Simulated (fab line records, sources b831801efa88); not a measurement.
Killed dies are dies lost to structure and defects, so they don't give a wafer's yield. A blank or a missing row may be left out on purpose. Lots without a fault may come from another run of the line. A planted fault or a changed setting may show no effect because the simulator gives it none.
fab line records | flow sky130
record lots=6 wafers=18 last_day=50
route steps=708 shown METAL1@453 VIA1@458 PAD_OPEN@708
lots that met no fault: from a run of the same line without faults
start_h: hours from the record's first day to the start of the lot's first wafer shown | wait_h: hours since the lot's step before | " the same as in the row above | L1.1+2: a row that stands for several wafers | - no value, or no start given | * or withheld: withheld | < > ~ a bound
route shown NAME@n: a module of which the file shows steps, and the number in the route of the first | usual: mean/standard deviation of fault-free wafers | same: alike in all rows | chamber/n: place in a boat | sites: the reading at each site | _std_site: their standard deviation | _edge_site: outer sites' mean less inner sites' | radius_mm: how far each site lies from the wafer's centre | mask NAME#n: copy n | behind: the tool/chamber that last shaped the wafer | hold: why the lot was held/for how many hours/how that ended | device: the transistor (n, p or np) that didn't switch | end of line: the same wafers' tests at the end of the route | a step without rows: its recipe alone | killed: dies lost to structure and defects at the first sort, not the wafer's yield | map: a wafer's dies, x killed, . not, _ none there
set.NAME: the setting as run; set.NAME@STEP: as run at that earlier step | model.NAME: the simulator's own value behind a step, which no gauge read
lots at some steps of the route; a table a step, a row a wafer
services: from which hour (start_h, from the record's first day; less than 0 if before it) a tool's chamber was out of use, for how many hours, and why
## steps
# step SKY_METAL1_METAL_ETCH_19
# recipe target_depth_a=3600 stop_on=SiO2 over_etch_frac=0.3 time_s=78 chemistry=Cl2/BCl3 resist_sidewall_deg=88 pressure_mtorr=10 icp_w=900 bias_w=48.5 Cl2_flow_sccm=60 bcl3_flow_sccm=30
# usual drypump_motor_current_A=5.74/0.22 he_backside_leak_sccm=3.5/0.47 oes_product_au=0.854/0.0069 throttle_valve_pct=22.264/0.01
# same over_etch_frac=0.3
# columns lot.wafer tool chamber start_h wait_h drypump_motor_current_A he_backside_leak_sccm oes_product_au rf_hours_counter_h throttle_valve_pct
L393.2 rie_metal-02 0 773.03 0.0 5.67 4.0 0.849 12 22.258
L393.3 " 1 " " 6.12 3.4 0.857 - 22.270
L393.6 " 1 " " 6.14 3.4 0.858 - 22.258
L397.1 rie_metal-02 1 809.77 0.0 6.19 3.2 0.841 10 22.268
L397.3 " 1 " " 6.14 3.4 0.848 - 22.273
L397.4 " 0 " " 5.67 3.4 0.849 - 22.283
L403.3 rie_metal-02 1 857.89 0.1 6.12 3.4 0.860 - 22.261
L403.5 " 0 " " 5.67 3.4 0.854 - 22.266
L403.6 " 1 " " 6.11 3.3 0.856 - 22.288
L405.2 rie_metal-01 1 868.76 0.0 5.77 3.4 0.859 3 22.271
L405.3 " 1 " " 5.76 6.8 0.852 - 22.273
L405.4 " 0 " " 5.66 3.4 0.846 - 22.269
L413.2 rie_metal-01 1 929.02 0.0 5.76 3.7 0.848 6 22.269
L413.4 " 1 " " 5.75 3.4 0.851 - 22.259
L413.6 " 1 " " 5.75 3.3 0.853 - 22.257
L414.1 rie_metal-03 0 935.32 0.1 5.37 3.2 0.855 17 22.249
L414.4 " 0 " " 5.39 3.5 0.848 - 22.257
L414.6 " 0 " " 5.37 3.5 0.852 - 22.257
# step SKY_METAL1_STRIP_20
# recipe chemistry=O2/N2 power_w=1400 pressure_mtorr=1500 platen_temp_c=withheld o2_flow_sccm=3000 n2_flow_sccm=300 overash_fraction=0.5
# usual drypump_motor_current_A=5.7/0.53 oes_product_au=0.343/0.005 strip_time_to_endpoint_s=2.70/0.032
# columns lot.wafer tool chamber start_h wait_h drypump_motor_current_A oes_product_au rf_hours_counter_h strip_time_to_endpoint_s
L393.2 plasma_asher-01 0 773.12 0.1 5.7 0.343 34 2.73
L393.3 " 1 " " 4.9 0.346 - 2.75
L393.6 " 1 " " 4.9 0.345 - 2.74
L397.1 plasma_asher-01 1 809.86 0.1 5.0 0.348 37 2.70
L397.3 " 0 " " 5.7 0.358 - 2.71
L397.4 " 1 " " 5.0 0.340 - 2.68
L403.3 plasma_asher-02 0 857.99 0.1 5.7 0.348 - 2.71
L403.5 " 1 " " 5.8 0.346 - 2.68
L403.6 " 0 " " 5.6 0.347 - 2.69
L405.2 plasma_asher-01 0 868.85 0.1 5.7 0.348 43 2.68
L405.3 " 0 " " 5.7 0.347 - 2.66
L405.4 " 1 " " 5.0 0.335 - 2.66
L413.2 plasma_asher-04 0 929.11 0.1 6.6 0.334 111 2.69
L413.4 " 0 " " 6.6 0.345 - 2.71
L413.6 " 0 " " 6.6 0.340 - 2.73
L414.1 plasma_asher-04 1 935.50 0.1 5.4 0.338 111 2.70
L414.4 " 1 " " 5.4 0.342 - 2.68
L414.6 " 1 " " 5.4 0.343 - 2.69
# step SKY_METAL1_STRIP_21
# recipe chemistry=post_etch_residue_remover time_s=1200 temp_c=72.5
# step SKY_METAL1_CLEAN_22
# recipe chemistry=IPA time_s=180 temp_c=25
# step SKY_METAL1_CLEAN_23
# recipe chemistry=O3/DIW dry=n2_spin
# step SKY_VIA1_HDPCVD_00
# recipe material=SiO2 target_thk_nm=1030 sigma_open_frac=0.3 time_s=171.7 temp_c=400 sih4_flow_sccm=60 pressure_mtorr=6
# step SKY_VIA1_THK_MEAS_01
# recipe reads=SiO2_of_VIA1_HDPCVD_00
# usual VIA1_HDPCVD_THK=1027/12
# columns lot.wafer tool chamber start_h wait_h VIA1_HDPCVD_THK[nm]
L393.2 film_metro-02 - 773.83 0.1 1026
L393.3 " - " " 1000
L393.6 " - " " 1020
L397.1 film_metro-02 - 810.56 0.1 1040
L397.3 " - " " 1036
L397.4 " - " " 1042
L403.3 film_metro-02 - 858.68 0.1 1028
L403.5 " - " " 1026
L403.6 " - " " 1037
L405.2 film_metro-01 - 869.57 0.1 1027
L405.3 " - " " 997
L405.4 " - " " 1018
L413.2 film_metro-01 - 929.86 0.1 1047
L413.4 " - " " 1035
L413.6 " - " " 1031
L414.1 film_metro-03 - 936.23 0.1 1026
L414.4 " - " " 1026
L414.6 " - " " 1014
# step SKY_VIA1_CMP_02
# recipe material=SiO2 down_force_psi=4 platen_rpm=60 pad_velocity_m_s=0.94248
# usual motor_current_A=12.1/1.8
# columns lot.wafer tool chamber start_h wait_h motor_current_A
L393.2 cmp-02 3 774.27 0.4 15.6
L393.3 " 0 " " 10.3
L393.6 " 1 " " 9.5
L397.1 cmp-01 2 810.62 0.1 11.4
L397.4 " 3 " " 13.2
L397.3 " 0 " " 14.3
L403.3 cmp-01 0 858.87 0.2 13.2
L403.6 " 1 " " 11.9
L403.5 " 2 " " 11.4
L405.2 cmp-01 3 869.62 0.0 14.0
L405.4 " 0 " " 13.2
L405.3 " 1 " " 12.0
L413.4 cmp-02 2 929.96 0.1 12.3
L413.2 " 3 " " 15.8
L413.6 " 1 " " 9.2
L414.1 cmp-01 2 936.39 0.1 11.4
L414.4 " 3 " " 12.6
L414.6 " 0 " " 13.5
# step SKY_VIA1_BOW_MEAS_03
# recipe mode=bow
# usual VIA1_BOW=80/7.6
# columns lot.wafer tool chamber start_h wait_h VIA1_BOW[um]
L393.2 film_metro-01 - 774.51 0.2 73
L393.3 " - " " 78
L393.6 " - " " 72
L397.1 film_metro-02 - 810.92 0.2 78
L397.3 " - " " 83
L397.4 " - " " 81
L403.3 film_metro-02 - 859.06 0.1 89
L403.5 " - " " 63
L403.6 " - " " 82
L405.2 film_metro-03 - 869.94 0.3 73
L405.3 " - " " 93
L405.4 " - " " 66
L413.2 film_metro-01 - 930.23 0.2 81
L413.4 " - " " 74
L413.6 " - " " 77
L414.1 film_metro-01 - 936.59 0.1 72
L414.4 " - " " 78
L414.6 " - " " 73
# step SKY_VIA1_DEHYDRATE_04
# recipe temp_c=200 time_s=60
# step SKY_VIA1_HMDS_05
# recipe prime_time_s=60 prime_temp_c=120
# step SKY_VIA1_COAT_06
# recipe resist=BARC temp_c=withheld time_s=withheld spin_rpm=3000 resist_thk_nm=60
# step SKY_VIA1_COAT_07
# recipe resist=KrF-thick spin_rpm=3000 resist_thk_nm=450
# columns lot.wafer tool chamber start_h wait_h model.KrF-thick_of_VIA1_COAT_07.thk_nm
L393.2 litho_track-03 0 787 - 452.3
L393.3 " 0 " " 452
L393.6 " 0 " " 451.8
L397.1 litho_track-02 0 824 - 451.9
L397.3 " 0 " " 450.1
L397.4 " 0 " " 453.2
L403.3 litho_track-03 0 871 - 474.8
L403.5 " 0 " " 475.8
L403.6 " 0 " " 473.5
L405.2+3 litho_track-03 0 882 - 474.2
L405.4 " 0 " " 472.7
L413.2 litho_track-04 0 942 - 449.5
L413.4 " 0 " " 450.8
L413.6 " 0 " " 449.6
L414.1 litho_track-04 0 949 - 451.1
L414.4 " 0 " " 449.9
L414.6 " 0 " " 452.2
# step SKY_VIA1_SOFTBAKE_08
# recipe temp_c=100 time_s=90 resist=KrF-thick
# step SKY_VIA1_EXPOSE_09
# recipe mask_id=VIM na=0.8 source_shape=annular sigma_inner=0.55 sigma_outer=0.85 target_cd_nm=150 dose_mj=38
# step SKY_VIA1_PEB_10
# recipe peb_temp_c=withheld peb_time_s=withheld resist=KrF-thick
# step SKY_VIA1_DEVELOP_11
# recipe develop_time_s=60 resist=KrF-thick dev_temp_c=21
# step SKY_VIA1_CD_MEAS_12
# recipe target_cd_nm=150
# usual cd_nm=149.6/1.4
# columns lot.wafer tool chamber start_h wait_h cd_nm
L393.2 cd_sem-01 - 800.63 - 150.8
L393.3 " - " " 148.3
L393.6 " - " " 150.1
L397.1 cd_sem-01 - 837.31 - 150.5
L397.3 " - " " 152.4
L397.4 " - " " 153.3
L403.3 cd_sem-02 - 884.75 - 148.8
L403.5 " - " " 147.8
L403.6 " - " " 147.9
L405.2 cd_sem-02 - 895.32 - 148.1
L405.3 " - " " 147.6
L405.4 " - " " 148.2
L413.2 cd_sem-01 - 955.22 - 149.7
L413.4 " - " " 150.4
L413.6 " - " " 147.9
L414.1 cd_sem-01 - 961.46 - 150.0
L414.4 " - " " 151.6
L414.6 " - " " 149.6
# step SKY_VIA1_OVL_MEAS_13
# usual VIA1_OVL=3/5.9
# columns lot.wafer tool chamber start_h wait_h VIA1_OVL[nm]
L393.2 overlay-02 - 800.74 0.1 5
L393.3 " - " " 1
L393.6 " - " " -4
L397.1 overlay-01 - 837.43 0.1 5
L397.3 " - " " 4
L397.4 " - " " 4
L403.3 overlay-01 - 884.84 0.1 -3
L403.5 " - " " -1
L403.6 " - " " 2
L405.2 overlay-01 - 895.43 0.1 4
L405.3 " - " " 0
L405.4 " - " " 16
L413.2 overlay-02 - 955.33 0.1 2
L413.4 " - " " -6
L413.6 " - " " -9
L414.1 overlay-01 - 961.58 0.1 5
L414.4 " - " " 10
L414.6 " - " " 6
# step SKY_VIA1_ETCH_14
# recipe chemistry=N2/H2 target=BARC ion_energy_ev=200 source_w=500 bias_w=100 pressure_mtorr=30 n2_flow_sccm=100 h2_flow_sccm=200 stop_on=SiO2 time_s=45.9 target_depth_a=600
# usual drypump_motor_current_A=5.6/0.46 oes_product_au=0.855/0.0047 throttle_valve_pct=13.225/0.0096
# columns lot.wafer tool chamber start_h wait_h drypump_motor_current_A oes_product_au rf_hours_counter_h throttle_valve_pct
L393.2 rie_diel-03 0 800.77 0.0 6.6 0.858 21 13.222
L393.3 " 3 " " 5.5 0.852 14 13.248
L393.6 " 3 " " 5.5 0.853 - 13.211
L397.1 rie_diel-03 0 837.47 0.0 6.7 0.843 22 13.219
L397.3 " 1 " " 5.5 0.850 9 13.214
L397.4 " 3 " " 5.5 0.850 15 13.235
L403.3 rie_diel-02 3 884.87 0.0 5.7 0.855 12 13.212
L403.5 " 2 " " 6.2 0.855 - 13.219
L403.6 " 3 " " 5.7 0.854 - 13.227
L405.2 rie_diel-03 1 895.46 0.0 5.6 0.853 11 13.236
L405.3 " 2 " " 5.1 0.854 10 13.208
L405.4 " 0 " " 6.7 0.857 24 13.221
L413.2 rie_diel-02 1 955.36 0.0 5.2 0.860 7 13.242
L413.4 " 2 " " 6.2 0.862 11 13.239
L413.6 " 1 " " 5.2 0.861 - 13.223
L414.1 rie_diel-02 1 961.62 0.0 5.2 0.851 7 13.212
L414.4 " 2 " " 6.2 0.855 11 13.215
L414.6 " 1 " " 5.2 0.851 - 13.222
# step SKY_VIA1_ETCH_15
# recipe target=SiO2 chemistry=C4F8/O2/Ar target_depth_nm=351 stop_on=TiN mask_material=KrF-thick source_w=1500 bias_w=1200 pressure_mtorr=40 c4f8_flow_sccm=withheld O2_flow_sccm=6 Ar_flow_sccm=300 time_s=54
# usual oes_product_au=0.983/0.0067
# columns lot.wafer tool chamber start_h wait_h oes_product_au rf_hours_counter_h model.KrF-thick_of_VIA1_COAT_07.thk_nm
L393.2 rie_diel-03 0 800.81 0.0 0.988 21 322.4
L393.3 " 3 " " 0.980 14 325.2
L393.6 " 3 " " 0.985 - 325.3
L397.1 rie_diel-03 0 837.51 0.0 0.982 22 323.5
L397.3 " 1 " " 0.964 9 325.6
L397.4 " 3 " " 0.969 15 328.8
L403.3 rie_diel-02 3 884.91 0.0 0.986 12 348.1
L403.5 " 2 " " 0.972 - 349.4
L403.6 " 3 " " 0.987 - 345.9
L405.2 rie_diel-03 1 895.50 0.0 0.970 11 349
L405.3 " 2 " " 0.985 10 348.3
L405.4 " 0 " " 0.986 24 343.9
L413.2 rie_diel-02 1 955.40 0.0 0.994 7 317.9
L413.4 " 2 " " 0.985 11 323.5
L413.6 " 1 " " 0.985 - 318
L414.1 rie_diel-02 1 961.66 0.0 0.987 7 319.7
L414.4 " 2 " " 0.977 11 322.9
L414.6 " 1 " " 0.990 - 320.5
# step SKY_VIA1_STRIP_16
# recipe chemistry=O2/N2 power_w=1400 pressure_mtorr=1500 platen_temp_c=withheld o2_flow_sccm=3000 n2_flow_sccm=300 overash_fraction=0.5
# usual drypump_motor_current_A=5.5/0.51 oes_product_au=0.416/0.0048 strip_time_to_endpoint_s=4.460/0.025
# columns lot.wafer tool chamber start_h wait_h drypump_motor_current_A oes_product_au rf_hours_counter_h strip_time_to_endpoint_s
L393.2 plasma_asher-04 1 800.85 0.0 5.4 0.421 97 4.465
L393.3 " 1 " " 5.4 0.406 - 4.499
L393.6 " 0 " " 6.6 0.423 - 4.487
L397.1 plasma_asher-01 1 837.56 0.0 5.0 0.409 39 4.457
L397.3 " 1 " " 5.0 0.420 - 4.485
L397.4 " 0 " " 5.7 0.416 - 4.519
L403.3 plasma_asher-03 0 884.99 0.1 6.1 0.422 - 4.708
L403.5 " 1 " " 5.1 0.430 - 4.734
L403.6 " 0 " " 6.1 0.428 - 4.702
L405.2 plasma_asher-01 1 895.55 0.0 5.0 0.427 45 4.736
L405.3 " 1 " " 5.0 0.421 - 4.736
L405.4 " 0 " " 5.7 0.421 - 4.679
L413.2 plasma_asher-01 1 955.45 0.0 5.0 0.413 52 4.414
L413.4 " 1 " " 5.0 0.418 - 4.483
L413.6 " 0 " " 5.7 0.423 - 4.420
L414.1 plasma_asher-04 1 961.71 0.0 5.4 0.416 114 4.421
L414.4 " 1 " " 5.4 0.422 - 4.456
L414.6 " 1 " " 5.4 0.413 - 4.436
# step SKY_VIA1_STRIP_17
# recipe chemistry=post_etch_residue_remover time_s=1200 temp_c=72.5
# step SKY_PAD_OPEN_PROBE_99
# usual defect_limited_yield=82.5/1.9 killed_at_M0_to_M3=43/6.6 killed_at_M4_up=3.0/1.8 killed_at_contacts=24/5.1 killed_at_front_end=16/4.5 killed_at_other=0.3/0.67 killed_dies=86/9.3 killed_open=47/6.9 killed_short=39/6.6 sort_bin_3_pad_short=0.9/0.41 sort_bin_5_function=10.4/1.4 sort_bin_6_memory=6.2/1.1 sort_n_pass=406/9.3 sort_yield_pct=82.5/1.9
# same gross_dies=492 killed_at_back_side=0 sort_bin_4_leakage[%]=0 sort_bin_8_speed[%]=0
# columns lot.wafer tool chamber start_h wait_h defect_limited_yield[%] killed_at_M0_to_M3 killed_at_M4_up killed_at_contacts killed_at_front_end killed_at_other killed_dies killed_open killed_short sort_bin_3_pad_short[%] sort_bin_5_function[%] sort_bin_6_memory[%] sort_n_pass sort_yield_pct[%]
L393.2 prober-02 - 1081.28 0.1 85.2 40 3 16 14 0 73 47 26 0.2 9.1 5.5 419 85.2
L393.3 prober-02 - 1081.33 0.2 86.2 32 2 22 12 0 68 36 30 0.4 7.7 5.7 424 86.2
L393.6 prober-02 - 1081.48 0.2 80.9 51 5 21 17 0 94 45 44 1.2 11.2 6.7 398 80.9
L397.1 prober-02 - 1108.03 0.1 84.8 43 1 20 11 0 75 47 27 0.6 9.3 5.3 417 84.8
L397.3 prober-02 - 1108.13 0.2 82.3 41 4 26 16 0 87 45 42 1.2 10.0 6.5 405 82.3
L397.4 prober-02 - 1108.18 0.2 86.6 32 0 19 15 0 66 35 31 1.0 6.9 5.5 426 86.6
L405.2 prober-02 - 1152.49 0.1 84.3 30 4 24 19 0 77 40 37 1.4 7.9 6.3 415 84.3
L405.3 prober-02 - 1152.54 0.2 83.9 43 6 19 11 0 79 38 40 0.8 10.0 5.3 413 83.9
L405.4 prober-02 - 1152.59 0.2 84.3 33 5 28 11 0 77 39 37 1.0 8.7 5.9 415 84.3
# killed by level:class
L393.2 VIA1:geometric_particle:open=14 VIA3:geometric_particle:open=9 CONTACT:geometric_particle:open=5 FIELD_ISO:geometric_particle:open=4 LI_CONTACT:geometric_particle:open=4 LOCAL_INTERCONNECT:geometric_particle:short=4 FIELD_ISO:geometric_particle:short=3 POLY_GATE:geometric_particle:open=3
L393.3 LI_CONTACT:geometric_particle:open=7 CONTACT:geometric_particle:open=7 FIELD_ISO:geometric_particle:open=5 VIA1:geometric_particle:open=5 VIA2:geometric_particle:open=5 VIA3:geometric_particle:short=5 VIA2:geometric_particle:short=4 CONTACT:geometric_particle:short=4
L393.6 VIA1:geometric_particle:open=10 METAL1:geometric_particle:short=9 FIELD_ISO:geometric_particle:open=7 METAL2:geometric_particle:short=7 VIA3:geometric_particle:open=6 CONTACT:geometric_particle:open=6 LI_CONTACT:geometric_particle:open=5 CONTACT:geometric_particle:short=5
L397.1 CONTACT:geometric_particle:open=12 VIA3:geometric_particle:open=9 VIA2:geometric_particle:open=7 VIA1:geometric_particle:open=7 LOCAL_INTERCONNECT:geometric_particle:short=4 METAL2:geometric_particle:short=4 FIELD_ISO:geometric_particle:short=3 FIELD_ISO:geometric_particle:open=3
L397.3 VIA1:geometric_particle:open=9 CONTACT:geometric_particle:short=8 VIA2:geometric_particle:open=8 CONTACT:geometric_particle:open=7 METAL2:geometric_particle:short=7 LI_CONTACT:geometric_particle:open=6 METAL1:geometric_particle:short=6 VIA3:geometric_particle:open=5
L397.4 CONTACT:geometric_particle:open=9 VIA1:geometric_particle:open=8 METAL2:geometric_particle:short=5 FIELD_ISO:geometric_particle:short=4 POLY_GATE:geometric_particle:short=4 VIA3:geometric_particle:open=4 POLY_GATE:geometric_particle:open=3 LOCAL_INTERCONNECT:geometric_particle:short=3
L405.2 CONTACT:geometric_particle:open=10 LI_CONTACT:geometric_particle:open=7 FIELD_ISO:geometric_particle:open=6 VIA1:geometric_particle:open=5 METAL1:geometric_particle:short=5 VIA1:geometric_particle:short=5 METAL2:geometric_particle:short=5 VIA2:geometric_particle:open=5
L405.3 CONTACT:geometric_particle:open=8 VIA1:geometric_particle:short=7 METAL1:geometric_particle:short=6 VIA2:geometric_particle:open=6 METAL4:geometric_particle:short=6 LI_CONTACT:geometric_particle:open=5 METAL2:geometric_particle:short=5 VIA1:geometric_particle:open=5
L405.4 CONTACT:geometric_particle:open=13 VIA1:geometric_particle:open=6 VIA3:geometric_particle:open=6 FIELD_ISO:geometric_particle:short=5 CONTACT:geometric_particle:short=5 METAL1:geometric_particle:short=5 LI_CONTACT:geometric_particle:short=4 LI_CONTACT:geometric_particle:open=4
## services
# columns tool chamber start_h hours kind
rie_diel-03 - 752.99 15.6 pm
cmp-01 - 753.95 0.7 repair
cmp-01 - 759.44 4.0 pm
plasma_asher-01 - 760.57 2.8 pm
cmp-01 - 768.78 6.8 pm
rie_diel-03 0 784.59 11.3 repair
plasma_asher-01 - 788.99 1.2 repair
rie_diel-02 1 797.83 3.8 repair
rie_diel-03 1 816.81 5.8 repair
plasma_asher-01 - 819.43 2.3 repair
rie_diel-02 - 826.96 4.3 pm
cmp-01 - 830.07 1.5 repair
rie_metal-01 0 831.71 6.1 repair
cmp-01 - 879.41 0.2 repair
cmp-01 - 881.21 0.3 repair
rie_diel-03 0 886.47 6.3 repair
cmp-01 - 891.57 0.3 repair
rie_diel-02 2 903.09 1.9 repair
plasma_asher-04 - 903.55 5.6 repair
rie_diel-03 2 903.91 3.3 repair
cmp-01 - 923.52 2.9 repair
rie_metal-02 - 929.75 0.3 repair
rie_metal-02 1 929.97 4.8 repair
rie_diel-03 1 948.92 5.3 repair
## key
first_sign step=SKY_VIA1_STRIP_16 reading=strip_time_to_endpoint_s direction=up sigmas=10 usual=* struck=*
effect none on later readings
model_effect step=SKY_VIA1_COAT_07 value=KrF-thick_of_VIA1_COAT_07.thk_nm without=449.3 struck=474.2
model_effect step=SKY_VIA1_ETCH_15 value=KrF-thick_of_VIA1_COAT_07.thk_nm without=322.5 struck=347.4
met_at SKY_VIA1_COAT_07
struck_wafers L403.3,L403.5,L403.6,L405.2,L405.3,L405.4
onset_between 787 871
fault kind=process_parameter_drift tool=litho_track-03 chamber=- onset_h=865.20 steps=SKY_VIA1_COAT_07 channel=resist_thk_nm offset=24.939 shape=step end_h=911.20 acts_in=these_recipes_only stated=450
